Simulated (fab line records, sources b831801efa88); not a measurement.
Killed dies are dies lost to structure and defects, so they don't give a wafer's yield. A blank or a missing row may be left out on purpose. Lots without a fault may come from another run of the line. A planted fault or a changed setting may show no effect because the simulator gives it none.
fab line records | flow sky130
record lots=7 wafers=19 last_day=50
route steps=708 shown VIA2@510
lots that met no fault: from a run of the same line without faults
start_h: hours from the record's first day to the start of the lot's first wafer shown | wait_h: hours since the lot's step before | " the same as in the row above | L1.1+2: a row that stands for several wafers | - no value, or no start given | * or withheld: withheld | < > ~ a bound
route shown NAME@n: a module of which the file shows steps, and the number in the route of the first | usual: mean/standard deviation of fault-free wafers | same: alike in all rows | chamber/n: place in a boat | sites: the reading at each site | _std_site: their standard deviation | _edge_site: outer sites' mean less inner sites' | radius_mm: how far each site lies from the wafer's centre | mask NAME#n: copy n | behind: the tool/chamber that last shaped the wafer | hold: why the lot was held/for how many hours/how that ended | device: the transistor (n, p or np) that didn't switch | end of line: the same wafers' tests at the end of the route | a step without rows: its recipe alone | killed: dies lost to structure and defects at the first sort, not the wafer's yield | map: a wafer's dies, x killed, . not, _ none there
set.NAME: the setting as run; set.NAME@STEP: as run at that earlier step | model.NAME: the simulator's own value behind a step, which no gauge read
lots at some steps of the route; a table a step, a row a wafer
services: from which hour (start_h, from the record's first day; less than 0 if before it) a tool's chamber was out of use, for how many hours, and why
## steps
# step SKY_VIA2_BOW_MEAS_03
# recipe mode=bow
# usual VIA2_BOW=86/7.7
# columns lot.wafer tool chamber start_h wait_h VIA2_BOW[um]
L253.1 film_metro-02 - 831.17 0.2 78
L253.3 " - " " 74
L253.6 " - " " 82
L254.2 film_metro-01 - 834.88 0.2 84
L254.3 " - " " 86
L254.6 " - " " 79
L262.1 film_metro-04 - 919.87 0.2 92
L262.5 " - " " 98
L263.1 film_metro-04 - 929.34 0.1 90
L263.6 " - " " 88
L264.2 film_metro-04 - 933.06 0.2 98
L264.4 " - " " 74
L264.6 " - " " 90
L268.2 film_metro-04 - 950.29 0.3 86
L268.4 " - " " 93
L268.6 " - " " 99
L273.2 film_metro-04 - 979.65 0.1 93
L273.4 " - " " 82
L273.6 " - " " 91
# step SKY_VIA2_DEHYDRATE_04
# recipe temp_c=200 time_s=60
# step SKY_VIA2_HMDS_05
# recipe prime_time_s=60 prime_temp_c=120
# step SKY_VIA2_COAT_06
# recipe resist=BARC temp_c=withheld time_s=withheld spin_rpm=3000 resist_thk_nm=60
# step SKY_VIA2_COAT_07
# recipe resist=KrF-thick spin_rpm=3000 resist_thk_nm=450
# step SKY_VIA2_SOFTBAKE_08
# recipe temp_c=100 time_s=90 resist=KrF-thick
# step SKY_VIA2_EXPOSE_09
# recipe mask_id=VIM2 na=0.8 source_shape=annular sigma_inner=0.55 sigma_outer=0.85 target_cd_nm=200 dose_mj=38
# step SKY_VIA2_PEB_10
# recipe peb_temp_c=withheld peb_time_s=withheld resist=KrF-thick
# step SKY_VIA2_DEVELOP_11
# recipe develop_time_s=60 resist=KrF-thick dev_temp_c=21
# step SKY_VIA2_CD_MEAS_12
# recipe target_cd_nm=200
# usual cd_nm=199.6/1.3
# columns lot.wafer tool chamber start_h wait_h cd_nm
L253.1 cd_sem-02 - 857.11 - 199.2
L253.3 " - " " 200.0
L253.6 " - " " 198.8
L254.2 cd_sem-01 - 861.33 - 201.5
L254.3 " - " " 200.9
L254.6 " - " " 201.5
L262.1 cd_sem-01 - 944.77 - 200.6
L262.5 " - " " 198.7
L263.1 cd_sem-02 - 953.36 - 199.5
L263.6 " - " " 198.6
L264.2 cd_sem-02 - 957.68 - 201.9
L264.4 " - " " 202.0
L264.6 " - " " 203.1
L268.2 cd_sem-01 - 973.39 - 199.4
L268.4 " - " " 198.1
L268.6 " - " " 198.7
L273.2 cd_sem-01 - 1003.04 - 200.0
L273.4 " - " " 198.6
L273.6 " - " " 198.4
# step SKY_VIA2_OVL_MEAS_13
# usual VIA2_OVL=-1/5
# columns lot.wafer tool chamber start_h wait_h VIA2_OVL[nm]
L253.1 overlay-01 - 857.23 0.1 -8
L253.3 " - " " -10
L253.6 " - " " -9
L254.2 overlay-02 - 861.43 0.1 -1
L254.3 " - " " -2
L254.6 " - " " 5
L262.1 overlay-01 - 944.89 0.1 -14
L262.5 " - " " -7
L263.1 overlay-02 - 953.48 0.1 9
L263.6 " - " " 3
L264.2 overlay-01 - 957.78 0.1 1
L264.4 " - " " -5
L264.6 " - " " 5
L268.2 overlay-01 - 973.50 0.1 -5
L268.4 " - " " 2
L268.6 " - " " -3
L273.2 overlay-01 - 1003.15 0.1 -1
L273.4 " - " " 1
L273.6 " - " " 6
# step SKY_VIA2_ETCH_14
# recipe chemistry=N2/H2 target=BARC ion_energy_ev=200 source_w=500 bias_w=100 pressure_mtorr=30 n2_flow_sccm=100 h2_flow_sccm=200 stop_on=SiO2 time_s=45.9 target_depth_a=600
# usual drypump_motor_current_A=5.7/0.43 oes_product_au=0.855/0.0053 throttle_valve_pct=13.226/0.0095
# columns lot.wafer tool chamber start_h wait_h drypump_motor_current_A oes_product_au rf_hours_counter_h throttle_valve_pct
L253.1 rie_diel-04 3 857.26 0.0 6.6 0.850 15 13.220
L253.3 " 2 " " 5.6 0.848 17 13.220
L253.6 " 1 " " 5.7 0.861 - 13.233
L254.2 rie_diel-01 0 861.46 0.0 5.4 0.849 11 13.235
L254.3 " 3 " " 5.7 0.852 13 13.217
L254.6 " 2 " " 5.1 0.854 - 13.210
L262.1 rie_diel-04 0 944.93 0.0 4.9 0.849 13 13.228
L262.5 " 0 " " 4.9 0.861 - 13.231
L263.1 rie_diel-04 0 953.51 0.0 4.9 0.862 13 13.234
L263.6 " 0 " " 4.9 0.859 - 13.243
L264.2 rie_diel-04 1 957.81 0.0 5.7 0.854 12 13.223
L264.4 " 2 " " 5.6 0.845 20 13.228
L264.6 " 1 " " 5.7 0.855 - 13.215
L268.2 rie_diel-03 1 973.53 0.0 5.7 0.860 5 13.230
L268.4 " 2 " " 5.4 0.858 6 13.250
L268.6 " 0 " " 5.9 0.865 - 13.234
L273.2 rie_diel-03 0 1003.18 0.0 5.9 0.855 21 13.222
L273.4 " 2 " " 5.4 0.864 7 13.212
L273.6 " 0 " " 5.9 0.861 - 13.231
# step SKY_VIA2_ETCH_15
# recipe target=SiO2 chemistry=C4F8/O2/Ar target_depth_nm=546 stop_on=TiN mask_material=KrF-thick source_w=1500 bias_w=1200 pressure_mtorr=40 c4f8_flow_sccm=withheld O2_flow_sccm=6 Ar_flow_sccm=300 time_s=84
# usual oes_product_au=0.939/0.0044
# columns lot.wafer tool chamber start_h wait_h oes_product_au rf_hours_counter_h model.KrF-thick_of_VIA2_COAT_07.thk_nm model.TiN_of_METAL2_SPUTTER_04.thk_nm model.VIA2.feature_depth_nm
L253.1 rie_diel-04 3 857.30 0.0 0.944 15 280.9 69.68 495.2
L253.3 " 2 " " 0.941 17 281.3 69.36 495.3
L253.6 " 1 " " 0.948 - 286.1 69.63 495.9
L254.2 rie_diel-01 0 861.50 0.0 0.937 11 286.1 68.68 494
L254.3 " 3 " " 0.937 13 283.2 69.44 495.9
L254.6 " 2 " " 0.940 - 280.8 68.81 495.5
L262.1 rie_diel-04 0 944.97 0.0 0.944 13 240.3 62.78 501
L262.5 " 0 " " 0.937 - 283.1 70.06 495.5
L263.1 rie_diel-04 0 953.56 0.0 0.938 13 242.6 62.73 501.6
L263.6 " 0 " " 0.943 - 284.1 69.89 495.2
L264.2 rie_diel-04 1 957.85 0.0 0.932 12 241.8 61.61 501
L264.4 " 2 " " 0.935 20 281.3 68.4 492.8
L264.6 " 1 " " 0.933 - 286.1 69.53 493.9
L268.2 rie_diel-03 1 973.57 0.0 0.938 5 281.7 69.4 494.5
L268.4 " 2 " " 0.943 6 283.4 68.44 495.9
L268.6 " 0 " " 0.947 - 282.4 68.8 496.4
L273.2 rie_diel-03 0 1003.22 0.0 0.938 21 284.4 68.83 495.3
L273.4 " 2 " " 0.936 7 283 70.02 494.5
L273.6 " 0 " " 0.941 - 284.7 69.31 494.4
# step SKY_VIA2_STRIP_16
# recipe chemistry=O2/N2 power_w=1400 pressure_mtorr=1500 platen_temp_c=withheld o2_flow_sccm=3000 n2_flow_sccm=300 overash_fraction=0.5
# usual drypump_motor_current_A=5.4/0.38 o2_flow_sccm=2999/8.5 oes_product_au=0.398/0.0053 strip_time_to_endpoint_s=4.044/0.021
# columns lot.wafer tool chamber start_h wait_h drypump_motor_current_A o2_flow_sccm oes_product_au rf_hours_counter_h strip_time_to_endpoint_s
L253.1 plasma_asher-01 0 857.37 0.0 5.4 3013 0.391 75 4.018
L253.3 " 1 " " 5.3 3005 0.395 - 4.012
L253.6 " 0 " " 5.4 3006 0.407 - 4.059
L254.2 plasma_asher-02 1 861.57 0.0 4.7 2985 0.402 45 4.071
L254.3 " 1 " " 4.7 3002 0.402 - 4.061
L254.6 " 0 " " 5.7 3005 0.392 - 4.014
L262.1 plasma_asher-02 0 945.03 0.0 5.7 2996 0.378 53 3.592
L262.5 " 1 " " 4.7 2996 0.399 - 4.049
L263.1 plasma_asher-01 0 953.62 0.0 5.4 3004 0.380 85 3.613
L263.6 " 0 " " 5.4 2994 0.398 - 4.062
L264.2 plasma_asher-04 1 957.92 0.0 5.8 2991 0.375 21 3.604
L264.4 " 0 " " 5.9 2991 0.395 - 4.044
L264.6 " 0 " " 5.9 2999 0.403 - 4.098
L268.2 plasma_asher-01 1 973.63 0.0 5.3 3002 0.402 87 4.027
L268.4 " 1 " " 5.3 3005 0.406 - 4.044
L268.6 " 0 " " 5.4 2986 0.398 - 4.054
L273.2 plasma_asher-02 1 1003.28 0.0 4.7 3001 0.385 57 4.050
L273.4 " 0 " " 5.7 2991 0.396 - 4.036
L273.6 " 0 " " 5.7 3003 0.388 - 4.073
# step SKY_VIA2_STRIP_17
# recipe chemistry=post_etch_residue_remover time_s=1200 temp_c=72.5
## services
# columns tool chamber start_h hours kind
rie_diel-04 - 839.80 2.8 pm
rie_diel-04 1 866.37 7.2 repair
plasma_asher-01 - 879.00 2.3 repair
rie_diel-03 1 888.60 10.9 repair
rie_diel-04 0 895.37 4.6 repair
rie_diel-04 2 900.68 3.8 repair
plasma_asher-02 - 903.23 1.2 repair
rie_diel-01 2 947.22 28.2 repair
plasma_asher-02 - 958.05 17.6 repair
rie_diel-01 - 960.00 0.8 repair
## key
first_sign step=SKY_VIA2_STRIP_16 reading=strip_time_to_endpoint_s direction=down sigmas=21 usual=* struck=*
effect step=SKY_VIA2_STRIP_16 reading=oes_product_au direction=down sigmas=4 usual=0.398 struck=0.378
model_effect step=SKY_VIA2_ETCH_15 value=KrF-thick_of_VIA2_COAT_07.thk_nm without=283.5 struck=241.6
met_at SKY_VIA2_ETCH_15
struck_wafers L262.1,L263.1,L264.2
onset_between 857.30 944.97
fault kind=process_parameter_drift tool=rie_diel-04 chamber=- onset_h=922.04 steps=SKY_VIA2_ETCH_15 channel=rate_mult offset=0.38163 shape=step end_h=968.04 scope=struck_wafers_only
